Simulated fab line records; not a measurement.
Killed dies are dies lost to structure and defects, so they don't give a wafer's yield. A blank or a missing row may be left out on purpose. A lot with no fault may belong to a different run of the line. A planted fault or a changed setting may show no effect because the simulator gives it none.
Chamber matching -- flow gf180mcu -- GF_STI_CMP_25 on cmp-01: 4 sister chambers
The step polishes, stops on Si3N4, t overpolish 33 s, target thk 524.6 nm. 4 wafers are shown with their chamber, then 10 later ones without.

== WAFERS WITH THEIR CHAMBER ==
wafer,chamber,motor current A (A)
L575.2,3,11.4
L577.2,1,11.5
L579.1,0,10.4
L579.3,2,11.8

== WAFERS WHOSE CHAMBER IS MISSING ==
wafer,motor current A (A)
L579.6,12.4
L580.1,11.4
L580.4,11.1
L580.5,11.9
L582.2,11.7
L582.3,10.6
L582.5,12.6
L587.1,12.5
L587.2,11.7
L587.4,10.7

== THE CHAMBER EACH PASSED THROUGH ==
wafer,from the rows above,in truth
L579.6,can't be placed: 2 or 1 or 3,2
L580.1,can't be placed: 3 or 1 or 2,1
L580.4,can't be placed: 3 or 1 or 0 or 2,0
L580.5,can't be placed: 2 or 1 or 3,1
L582.2,can't be placed: 2 or 1 or 3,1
L582.3,can't be placed: 0 or 3 or 1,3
L582.5,can't be placed: 2 or 1 or 3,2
L587.1,can't be placed: 2 or 1 or 3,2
L587.2,can't be placed: 2 or 1 or 3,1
L587.4,can't be placed: 0 or 3 or 1 or 2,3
Placed correctly: 0 of 10. These rows do not allow placing 10 (true chamber among the candidates in 10). Placed wrongly: 0.
How it was worked out, from the rows above alone: a wafer's distance from a chamber is the root of the sum, over the readings, of the square of ((its reading less the chamber's mean) divided by the reading's scatter). If the next closest chamber is less than 2 further off than the closest, the wafer can't be placed; otherwise it belongs to the closest. The mean given for a chamber averages the wafers shown for that chamber. The scatter: with one shown wafer a chamber, the root of the mean of the squares of how far each hidden wafer lies from its nearest shown one.
